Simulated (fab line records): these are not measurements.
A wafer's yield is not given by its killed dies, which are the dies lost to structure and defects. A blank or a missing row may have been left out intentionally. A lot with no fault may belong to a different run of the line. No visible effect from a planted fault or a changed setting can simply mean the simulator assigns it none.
Which of the tools did it? ; flow sky130 ; 9 lots, 27 wafers sampled, at 5 steps of a route of 708

## WHAT THE GAUGES READ, wafer by wafer
SKY_VIA3_CD_MEAS_12: target cd 200 nm.
lot;measured;on;cd-nm (nm)
L321;day 39 23:01;cd-sem-02;198.6 199.6 198.3
L322;day 40 06:34;cd-sem-01;201.8 201.5 201.1
L323;day 40 15:57;cd-sem-01;199.1 200.6 200.4
L324;day 41 06:41;cd-sem-02;198.4 199.1 200.1
L329;day 42 22:20;cd-sem-02;202.6 202.0 202.3
L330;day 43 01:33;cd-sem-02;202.2 201.8 203.5
L331;day 43 02:31;cd-sem-02;200.6 199.2 200.6
L333;day 43 21:37;cd-sem-01;200.1 200.5 200.2
L336;day 44 07:45;cd-sem-02;199.3 198.3 200.2

SKY_VIA4_THK_MEAS_01.
lot;measured;on;VIA4_HDPCVD_THK (nm)
L321;day 42 03:12;film-metro-01;1747 1755 1748
L322;day 42 10:10;film-metro-01;1736 1711 1719
L323;day 42 19:45;film-metro-01;1742 1743 1761
L324;day 43 09:23;film-metro-04;1769 1775 1770
L329;day 44 22:10;film-metro-01;1749 1746 2736
L330;day 45 03:07;film-metro-01;1745 1748 1726
L331;day 45 03:25;film-metro-04;1763 1797 2755
L333;day 45 22:02;film-metro-04;1761 1755 1740
L336;day 46 06:30;film-metro-04;1777 1766 1772

## WHAT TOOL EACH LOT RAN ON (gives the tool, then ch and the chambers of the sampled wafers, and finally the start)
lot;SKY_METAL4_SPUTTER_03;SKY_METAL4_DESCUM_15;SKY_VIA4_HDPCVD_00
L321;pvd-sputter-04, day 40 00:38;rie-metal-04 ch 0,1, day 42 02:01;hdpcvd-02 ch 0,1,2, day 42 03:01
L322;pvd-sputter-04, day 40 08:06;rie-metal-03 ch 0,1, day 42 08:58;hdpcvd-02 ch 0,1,2, day 42 10:02
L323;pvd-sputter-04, day 40 17:33;rie-metal-03 ch 1, day 42 18:31;hdpcvd-01 ch 1,2, day 42 19:34
L324;pvd-sputter-02, day 41 08:17;rie-metal-01 ch 0,1, day 43 08:16;hdpcvd-02 ch 0,1,2, day 43 09:13
L329;pvd-sputter-01, day 42 23:55;rie-metal-03 ch 0,1, day 44 21:04;hdpcvd-02 ch 0,1,2, day 44 21:59
L330;pvd-sputter-01, day 43 03:10;rie-metal-03 ch 0,1, day 45 01:58;hdpcvd-01 ch 0,2, day 45 02:56
L331;pvd-sputter-04, day 43 04:07;rie-metal-04 ch 0,1, day 45 02:19;hdpcvd-02 ch 0,1,2, day 45 03:14
L333;pvd-sputter-04, day 43 23:13;rie-metal-01 ch 0,1, day 45 20:46;hdpcvd-01 ch 1,2, day 45 21:52
L336;pvd-sputter-01, day 44 09:20;rie-metal-03 ch 0, day 46 05:16;hdpcvd-01 ch 1,2, day 46 06:19
- SKY_METAL4_SPUTTER_03: material Ti, target thk 5 nm, time 3.3 s.
- SKY_METAL4_DESCUM_15: chemistry O2, time 8 s.
- SKY_VIA4_HDPCVD_00: deposits SiO2, target thk 1750 nm, time 291.7 s.

## AS READ BY THE TOOLS THEMSELVES (means over the sampled wafers that have a number; for cases with no such wafer, the mark the record gives instead)
SKY_METAL4_SPUTTER_03.
lot;tool;throttle-valve-pct (%)
L321;pvd-sputter-04;30.3
L322;pvd-sputter-04;29.7
L323;pvd-sputter-04;30.2
L324;pvd-sputter-02;32.4
L329;pvd-sputter-01;30.6
L330;pvd-sputter-01;30.5
L331;pvd-sputter-04;29.4
L333;pvd-sputter-04;30.4
L336;pvd-sputter-01;30.7

SKY_METAL4_DESCUM_15.
lot;tool;drypump-motor-current-A (A);oes-product-au (a.u.);rf-fwd-power-W (W)
L321;rie-metal-04;5.4;1.005;146.6
L322;rie-metal-03;6.1;0.996;147.2
L323;rie-metal-03;6.2;1.002;147.7
L324;rie-metal-01;6.2;0.997;146.5
L329;rie-metal-03;6.1;1.001;147.8
L330;rie-metal-03;6.0;0.999;147.5
L331;rie-metal-04;5.7;1.006;146.4
L333;rie-metal-01;6.0;1.007;147.4
L336;rie-metal-03;5.9;1.011;147.8

## THE ANSWER, worked out from the rows above alone
Rule: what is usual is taken from the lots themselves. The widest of any qualifying gaps counts: lots, ordered by their means at a reading, are off when they make up no more than a third of the lots, leave a main group of 4 or more, and stand apart from it by 3 or more times the standard deviation of that group's means. A main group whose means are all the same, to the digits that the tables above print for the reading, isn't used. Also off: a lot with no number at a reading for which 4 or more lots have one. The other lots that the step has rows for count as sound. After the gauges, taken in route order, come the tools' own readings; for these a lot's mean is taken, as printed above. At the first step where some lot is off, the reading lying furthest off is the one used; lots without a number count as furthest.
Off: L329, L331, seen at SKY_VIA4_THK_MEAS_01 (VIA4_HDPCVD_THK). The main group has a mean of 1751 nm with a standard deviation of 16.
A tool fits if, at a process step before that reading, it ran every lot that is off, and no sound lot after the first of them. Those tools and the gauges at SKY_VIA4_THK_MEAS_01 are tried in the same way. One fits: SKY_VIA4_HDPCVD_00 on hdpcvd-02. Its last sound lot is L324 (day 43 09:13), its first lot that is off L329 (day 44 21:59): a fault that began between those two fits.

## WHAT WAS PUT IN BY THE SIMULATOR
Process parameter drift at SKY_VIA4_HDPCVD_00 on hdpcvd-02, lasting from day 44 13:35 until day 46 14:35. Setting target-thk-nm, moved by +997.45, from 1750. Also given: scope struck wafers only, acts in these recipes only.
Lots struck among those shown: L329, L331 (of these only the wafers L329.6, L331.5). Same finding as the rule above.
